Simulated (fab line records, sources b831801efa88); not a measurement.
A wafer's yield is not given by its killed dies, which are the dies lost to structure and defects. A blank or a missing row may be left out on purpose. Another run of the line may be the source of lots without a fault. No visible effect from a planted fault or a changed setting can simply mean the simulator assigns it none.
Check of tool commonality -- flow gf180mcu -- Sample size 14 lots and 42 wafers

REASON IT WAS OPENED
2 of 14 lots carry a flag on the reading LVPWELL_TW at GF_LVPWELL_TW_MEAS_11. Wafers without a fault read 558, standard deviation 3.9.
Rule: a lot is flagged when every wafer of it that has a number lies more than 4 standard deviations from that mean, or none has a number. As for the other lots, they are considered sound.

lot,measured,on,"LVPWELL_TW, wafer by wafer",flag
L316,day 4 20:12,filmMetro-01,560 560 561,
L317,day 5 01:26,filmMetro-04,561 562 560,
L318,day 5 05:08,filmMetro-01,558 559 562,
L319,day 5 11:44,filmMetro-02,556 556 558,
L320,day 5 17:11,filmMetro-01,559 558 558,
L321,day 5 23:05,filmMetro-01,559 557 558,
L322,day 6 03:31,filmMetro-04,562 564 559,
L323,day 6 11:22,filmMetro-04,562 562 562,
L324,day 6 15:16,filmMetro-01,562 563 560,
L325,day 6 19:40,filmMetro-01,557 559 560,
L329,day 7 21:06,filmMetro-04,561 562 559,
L333,day 8 19:08,filmMetro-02,335 333 334,FLAGGED
L334,day 9 00:59,filmMetro-04,341 340 340,FLAGGED
L335,day 9 05:50,filmMetro-04,559 557 556,
On average the flagged lots' numbers are 337, which is -221 against the usual, or -57 standard deviations.

TOOL THAT RAN EACH LOT
2 process steps preceding the reading are held in the record, out of 602 steps in the route. Read each cell as the tool, then ch plus the chambers that the sampled wafers visited, then the start.
lot,flag,GF_DNWELL_STRIP_08,GF_LVPWELL_IMPLANT_08
L316,,"plasmaAsher-01 ch 0,1, day 3 15:48","implanter-03 ch 0, day 4 19:49"
L317,,"plasmaAsher-02 ch 0,1, day 3 21:22","implanter-04 ch 0, day 5 01:02"
L318,,"plasmaAsher-01 ch 0,1, day 4 01:27","implanter-02 ch 0, day 5 04:44"
L319,,"plasmaAsher-01 ch 0,1, day 4 07:04","implanter-04 ch 0, day 5 11:20"
L320,,"plasmaAsher-04 ch 0,1, day 4 12:49","implanter-03 ch 0, day 5 16:41"
L321,,"plasmaAsher-01 ch 0,1, day 4 18:58","implanter-03 ch 0, day 5 22:41"
L322,,"plasmaAsher-02 ch 0,1, day 4 22:09","implanter-04 ch 0, day 6 03:08"
L323,,"plasmaAsher-04 ch 0,1, day 5 05:47","implanter-03 ch 0, day 6 10:59"
L324,,"plasmaAsher-02 ch 0,1, day 5 09:46","implanter-02 ch 0, day 6 14:53"
L325,,"plasmaAsher-01 ch 0,1, day 5 14:24","implanter-02 ch 0, day 6 19:17"
L329,,"plasmaAsher-04 ch 0,1, day 6 13:09","implanter-04 ch 0, day 7 20:43"
L333,FLAGGED,"plasmaAsher-04 ch 1, day 7 10:06","implanter-04, day 8 18:44"
L334,FLAGGED,"plasmaAsher-01 ch 0,1, day 7 15:16","implanter-03, day 9 00:35"
L335,,"plasmaAsher-02 ch 0, day 7 19:49","implanter-03 ch 0, day 9 05:26"
What is done by these steps:
- GF_DNWELL_STRIP_08: strips in O2/N2.
- GF_LVPWELL_IMPLANT_08
- GF_LVPWELL_TW_MEAS_11

FLAGGED AGAINST TOTAL, ONE TOOL AT A TIME (gauges that did the reading follow at the end)
step,tool,lots run,flagged,share of the flagged lots,sound lots run after its first flagged lot
GF_DNWELL_STRIP_08,plasmaAsher-01,6,1,some,0
GF_DNWELL_STRIP_08,plasmaAsher-02,4,0,none,-
GF_DNWELL_STRIP_08,plasmaAsher-04,4,1,some,0
GF_LVPWELL_IMPLANT_08,implanter-02,3,0,none,-
GF_LVPWELL_IMPLANT_08,implanter-03,6,1,some,1 (L335)
GF_LVPWELL_IMPLANT_08,implanter-04,5,1,some,0
GF_LVPWELL_TW_MEAS_11,filmMetro-01,6,0,none,-
GF_LVPWELL_TW_MEAS_11,filmMetro-02,2,1,some,0
GF_LVPWELL_TW_MEAS_11,filmMetro-04,6,1,some,1 (L335)

WHAT THE TABLE ALLOWS
No row of the table ran every flagged lot.

WHAT HAD BEEN PUT IN BY THE SIMULATOR
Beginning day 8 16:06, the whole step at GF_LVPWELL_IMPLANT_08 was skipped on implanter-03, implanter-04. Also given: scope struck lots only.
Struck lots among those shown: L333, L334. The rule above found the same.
